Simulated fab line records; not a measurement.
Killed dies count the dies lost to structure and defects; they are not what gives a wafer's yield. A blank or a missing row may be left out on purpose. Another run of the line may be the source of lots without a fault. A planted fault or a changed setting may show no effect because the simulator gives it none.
fab line records    flow gf180mcu    part 2 of 2: steps 28 to 40 of 40
record: lots: 5  wafers: 15  last_day: 33
route steps=602 shown SAB@264 SALICIDE@278 CONTACT@287
lots with no fault: from the same line, run without faults
start_h: the number of hours between the record's first day and the start of the first shown wafer of the lot    wait_h: time in hours since the lot's previous step    " the same as in the row above    L1.1+2: a row that stands for several wafers    - either no value or no given start    * or withheld: withheld    < > ~ a bound
route shown NAME@n: names a module that has steps shown in the file, with the first one's number in the route    usual: mean/standard deviation of fault-free wafers    same: alike in all rows    chamber/n: place in a boat    sites: readings site by site    _std_site: standard deviation across them    _edge_site: outer sites' mean less inner sites'    radius_mm: for every site, how far away it sits from the centre of the wafer    mask NAME#n: copy n    behind: the tool/chamber that last shaped the wafer    hold: what put the lot on hold/how long, in hours/how the hold closed    device: the transistor (n, p or np) that didn't switch    end of line: at the end of the route, the tests of the same wafers    step lacking rows: just its recipe    killed: count of dies lost to structure and defects at first sort (not the wafer's yield)    map: per-die view of a wafer (x killed, . not killed, _ where there is no die)
set.NAME: setting as actually run; set.NAME@STEP: the setting as run at that earlier step    model.NAME: the simulator's own value behind a step, which no gauge read
certain route steps with their lots: each step a table, each wafer a row
services: the hour from which a tool's chamber was out of use, counted from the record's first day as start_h (under 0 if before that day), plus the number of hours and why
== steps ==
step: GF_CONTACT_CMP_04
recipe: material: SiO2  down_force_psi: 4  platen_rpm: 60  pad_velocity_m_s: 0.94248
usual: motor_current_A: 12.0/1.3  time_to_endpoint_s: 115/6
lot.wafer  tool    chamber  start_h  wait_h  motor_current_A  time_to_endpoint_s
L078.4     cmp-02  3        378.75   0.0     11.9             118
L078.2     "       0        "        "       14.7             109
L078.3     "       2        "        "       12.1             120
L079.2     cmp-02  1        393.54   0.1     10.8             108
L079.1     "       2        "        "       11.6             113
L079.5     "       1        "        "       10.8             108
L083.1     cmp-02  3        426.51   0.1     12.0             114
L083.3     "       0        "        "       14.3             120
L083.2     "       1        "        "       10.3             120
L090.2     cmp-02  1        488.98   0.0     10.5             112
L090.3     "       2        "        "       11.7             111
L090.4     "       0        "        "       14.3             115
L092.3     cmp-02  2        508.44   0.0     11.4             111
L092.4     "       0        "        "       15.5             125
L092.5     "       2        "        "       11.0             122
step: GF_CONTACT_BOW_MEAS_05
recipe: mode: bow
usual: CONTACT_BOW: 65/6.6
lot.wafer  tool           chamber  start_h  wait_h  CONTACT_BOW[um]
L078.2     film_metro-01  -        379.07   0.2     76
L078.3     "              -        "        "       69
L078.4     "              -        "        "       71
L079.1     film_metro-01  -        393.79   0.1     58
L079.2     "              -        "        "       61
L079.5     "              -        "        "       54
L083.1     film_metro-01  -        426.76   0.2     68
L083.2     "              -        "        "       55
L083.3     "              -        "        "       59
L090.2     film_metro-01  -        489.30   0.3     59
L090.3     "              -        "        "       70
L090.4     "              -        "        "       59
L092.3     film_metro-01  -        508.78   0.3     55
L092.4     "              -        "        "       59
L092.5     "              -        "        "       54
step: GF_CONTACT_DEHYDRATE_06
recipe: temp_c: 200  time_s: 60
lot.wafer   tool            chamber  start_h  wait_h
L078.2+3+4  litho_track-03  0        390.24   11.2
L079.1+2+5  litho_track-01  0        405.63   11.8
L083.1+2+3  litho_track-01  0        438.73   12.0
L090.2+3+4  litho_track-01  0        500.25   10.9
L092.3+4+5  litho_track-02  0        520.27   11.5
step: GF_CONTACT_HMDS_07
recipe: prime_time_s: 60  prime_temp_c: 120
lot.wafer   tool            chamber  start_h  wait_h
L078.2+3+4  litho_track-03  0        390.39   0.1
L079.1+2+5  litho_track-01  0        405.78   0.1
L083.1+2+3  litho_track-01  0        438.88   0.1
L090.2+3+4  litho_track-01  0        500.40   0.1
L092.3+4+5  litho_track-02  0        520.42   0.1
step: GF_CONTACT_COAT_08
recipe: resist: BARC  temp_c: withheld  time_s: withheld  spin_rpm: withheld  resist_thk_nm: withheld
lot.wafer   tool            chamber  start_h  wait_h
L078.2+3+4  litho_track-03  0        390.54   0.1
L079.1+2+5  litho_track-01  0        405.93   0.1
L083.1+2+3  litho_track-01  0        439.03   0.1
L090.2+3+4  litho_track-01  0        500.55   0.1
L092.3+4+5  litho_track-02  0        520.57   0.1
step: GF_CONTACT_COAT_09
recipe: resist: KrF  spin_rpm: withheld  resist_thk_nm: 1000
lot.wafer   tool            chamber  start_h  wait_h
L078.2+3+4  litho_track-03  0        -        -
L079.1+2+5  litho_track-01  0        -        -
L083.1+2+3  litho_track-01  0        -        -
L090.2+3+4  litho_track-01  0        -        -
L092.3+4+5  litho_track-02  0        -        -
step: GF_CONTACT_SOFTBAKE_10
recipe: temp_c: 130  time_s: 60  resist: KrF
lot.wafer   tool            chamber  start_h  wait_h
L078.2+3+4  litho_track-03  0        -        -
L079.1+2+5  litho_track-01  0        -        -
L083.1+2+3  litho_track-01  0        -        -
L090.2+3+4  litho_track-01  0        -        -
L092.3+4+5  litho_track-02  0        -        -
step: GF_CONTACT_EXPOSE_11
recipe: mask_id: Contact  target_cd_nm: 220  na: 0.68  source_shape: conventional  sigma_outer: 0.6  dose_mj: 38
usual: exposure_dose_mJ_cm2: 38.00/0.04
lot.wafer  tool            chamber  start_h  wait_h  mask       exposure_dose_mJ_cm2
L078.2     krf_scanner-01  0        -        -       Contact#0  37.99
L078.3     "               0        "        "       Contact#0  37.97
L078.4     "               0        "        "       Contact#0  38.05
L079.1     krf_scanner-01  0        -        -       Contact#0  37.98
L079.2     "               0        "        "       Contact#0  37.95
L079.5     "               0        "        "       Contact#0  37.98
L083.1     krf_scanner-02  0        -        -       Contact#0  38.01
L083.2     "               0        "        "       Contact#0  37.92
L083.3     "               0        "        "       Contact#0  38.00
L090.2     krf_scanner-02  0        -        -       Contact#0  37.97
L090.3     "               0        "        "       Contact#0  38.01
L090.4     "               0        "        "       Contact#0  37.99
L092.3     krf_scanner-02  0        -        -       Contact#0  38.00
L092.4     "               0        "        "       Contact#0  38.02
L092.5     "               0        "        "       Contact#0  38.03
step: GF_CONTACT_PEB_12
recipe: peb_temp_c: 135  peb_time_s: 90  resist: KrF
lot.wafer   tool            chamber  start_h  wait_h
L078.2+3+4  litho_track-03  0        -        -
L079.1+2+5  litho_track-02  0        -        -
L083.1+2+3  litho_track-03  0        -        -
L090.2+3+4  litho_track-03  0        -        -
L092.3+4+5  litho_track-02  0        -        -
step: GF_CONTACT_DEVELOP_13
recipe: develop_time_s: 60  resist: KrF  dev_temp_c: 21
same: develop_time_s: 60
lot.wafer   tool            chamber  start_h  wait_h
L078.2+3+4  litho_track-03  0        402.64   0.2
L079.1+2+5  litho_track-02  0        417.67   0.2
L083.1+2+3  litho_track-03  0        452.12   0.2
L090.2+3+4  litho_track-03  0        512.79   0.2
L092.3+4+5  litho_track-02  0        532.02   0.1
step: GF_CONTACT_CD_MEAS_14
recipe: target_cd_nm: 220
usual: cd_nm: 219.9/1.4
lot.wafer  tool       chamber  start_h  wait_h  cd_nm
L078.2     cd_sem-01  -        402.79   0.1     218.5
L078.3     "          -        "        "       219.7
L078.4     "          -        "        "       219.9
L079.1     cd_sem-02  -        417.82   0.1     218.6
L079.2     "          -        "        "       218.6
L079.5     "          -        "        "       217.9
L083.1     cd_sem-02  -        452.27   0.1     221.1
L083.2     "          -        "        "       221.3
L083.3     "          -        "        "       221.4
L090.2     cd_sem-02  -        512.93   0.1     222.4
L090.3     "          -        "        "       221.1
L090.4     "          -        "        "       221.0
L092.3     cd_sem-01  -        532.16   0.1     220.6
L092.4     "          -        "        "       221.1
L092.5     "          -        "        "       221.1
step: GF_CONTACT_OVL_MEAS_15
usual: CONTACT_OVL: -2/5
lot.wafer  tool        chamber  start_h  wait_h  CONTACT_OVL[nm]
L078.2     overlay-01  -        402.89   0.1     2
L078.3     "           -        "        "       -7
L078.4     "           -        "        "       3
L079.1     overlay-02  -        417.94   0.1     -10
L079.2     "           -        "        "       3
L079.5     "           -        "        "       -4
L083.1     overlay-01  -        452.39   0.1     1
L083.2     "           -        "        "       6
L083.3     "           -        "        "       -6
L090.2     overlay-01  -        513.04   0.1     -4
L090.3     "           -        "        "       -7
L090.4     "           -        "        "       -5
L092.3     overlay-02  -        532.25   0.1     1
L092.4     "           -        "        "       1
L092.5     "           -        "        "       -7
step: GF_CONTACT_ETCH_16
recipe: chemistry: N2/H2  target_depth_a: withheld  overetch_a: withheld  time_s: withheld  target: BARC  ion_energy_ev: 200  source_w: 500  bias_w: 100  pressure_mtorr: 30  n2_flow_sccm: 100  h2_flow_sccm: 200
usual: drypump_motor_current_A: 5.9/0.49  oes_product_au: 0.856/0.0044  throttle_valve_pct: 13.224/0.0089
lot.wafer  tool         chamber  start_h  wait_h  drypump_motor_current_A  oes_product_au  throttle_valve_pct
L078.2     rie_diel-03  3        402.92   0.0     5.5                      0.854           13.215
L078.3     "            0        "        "       5.8                      0.858           13.237
L078.4     "            1        "        "       6.0                      0.859           13.250
L079.1     rie_diel-01  0        417.98   0.0     5.6                      0.852           13.215
L079.2     "            1        "        "       6.1                      0.857           13.207
L079.5     "            1        "        "       6.1                      0.847           13.218
L083.1     rie_diel-03  3        452.42   0.0     5.5                      0.861           13.220
L083.2     "            0        "        "       5.7                      0.859           13.232
L083.3     "            2        "        "       6.8                      0.854           13.196
L090.2     rie_diel-01  2        513.07   0.0     6.4                      0.867           13.230
L090.3     "            0        "        "       5.6                      0.854           13.224
L090.4     "            3        "        "       5.5                      0.861           13.224
L092.3     rie_diel-04  1        532.28   0.0     5.5                      0.858           13.228
L092.4     "            2        "        "       5.1                      0.858           13.237
L092.5     "            1        "        "       5.5                      0.859           13.231
== services ==
tool              chamber  start_h  hours  kind
iline_stepper-02  -        336.25   1.5    repair
cmp-02            -        339.83   5.0    pm
krf_scanner-02    -        363.22   0.8    pm
krf_scanner-02    -        373.05   11.5   repair
iline_stepper-02  -        382.88   2.1    pm
wet_bench-02      -        391.25   2.6    repair
pecvd-03          -        391.97   1.0    repair
rie_diel-01       -        394.99   1.4    repair
krf_scanner-02    -        403.53   1.3    pm
hdpcvd-01         0        417.94   11.3   repair
rtp_anneal-02     -        420.77   3.9    pm
pvd_sputter-03    -        421.64   5.2    repair
pvd_sputter-03    -        423.91   7.4    repair
pecvd-03          0        427.20   4.2    repair
pvd_sputter-03    -        435.55   0.5    repair
wet_bench-03      -        453.07   4.4    pm
rie_diel-01       -        466.31   0.8    repair
pvd_sputter-04    -        467.95   7.3    repair
rie_diel-01       0        470.30   4.4    repair
rtp_anneal-02     -        476.74   2.1    pm
cmp-02            -        479.47   1.4    repair
cmp-02            -        489.92   1.5    repair
rie_diel-01       0        522.26   6.4    repair
pvd_sputter-04    -        531.03   1.6    repair
